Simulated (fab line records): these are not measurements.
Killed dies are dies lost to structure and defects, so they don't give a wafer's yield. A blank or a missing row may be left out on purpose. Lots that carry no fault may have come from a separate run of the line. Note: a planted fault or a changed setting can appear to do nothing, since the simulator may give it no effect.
The tool behind it: which one? ; flow sky130 ; 6 lots with 18 wafers sampled at 3 steps, on a route of 708 steps

## WHAT EACH GAUGE READ, for each wafer
SKY_METAL2_OVL_MEAS_16.
lot;measured;on;METAL2_OVL (nm)
L838;day 35 06:48;overlay-01;-6 -1 -7
L841;day 36 14:11;overlay-02;1 5 3
L852;day 39 18:26;overlay-02;-1 2 1
L856;day 41 01:17;overlay-02;-6 -1 -5
L858;day 41 09:48;overlay-02;-3 5 -3
L860;day 41 23:36;overlay-02;-6 -4 -6

## TOOL THAT RAN EACH LOT (tool first, then ch and the chambers of the sampled wafers, then the start)
lot;SKY_METAL1_ETCH_18;SKY_VIA1_SPUTTER_20
L838;rieMetal-02 ch 0, day 32 22:49;pvdSputter-01, day 34 03:10
L841;rieMetal-01 ch 0,1, day 34 07:13;pvdSputter-03, day 35 11:31
L852;rieMetal-02 ch 0,1, day 37 13:52;pvdSputter-04, day 38 17:01
L856;rieMetal-02 ch 0,1, day 38 20:51;pvdSputter-04, day 39 23:37
L858;rieMetal-03 ch 0, day 39 07:05;pvdSputter-04, day 40 09:20
L860;rieMetal-02 ch 0,1, day 39 20:30;pvdSputter-04, day 40 22:46
- SKY_METAL1_ETCH_18: etches BARC in N2/H2, stops on SiO2, time 45.9 s, target depth 60 nm.
- SKY_VIA1_SPUTTER_20: material TiN, target thk 20 nm, time 80 s.

## THE ANSWER, worked out from the rows above alone
Rule: the usual values come from the lots themselves. Put in order of their means at a reading, lots are off if they are a third of the lots or fewer, leave a main group of 4 or more, and stand apart from it by a gap of 3 or more times the standard deviation of the main group's means; of several such gaps the widest counts. If all means in a main group match to the digits the tables above print for the reading, that group is not used. Also off: a lot with no number at a reading for which 4 or more lots have one. All remaining lots with rows at the step are treated as sound.
None of the lots is off at any reading shown; this tells nothing.

## WHAT HAD BEEN PUT IN BY THE SIMULATOR
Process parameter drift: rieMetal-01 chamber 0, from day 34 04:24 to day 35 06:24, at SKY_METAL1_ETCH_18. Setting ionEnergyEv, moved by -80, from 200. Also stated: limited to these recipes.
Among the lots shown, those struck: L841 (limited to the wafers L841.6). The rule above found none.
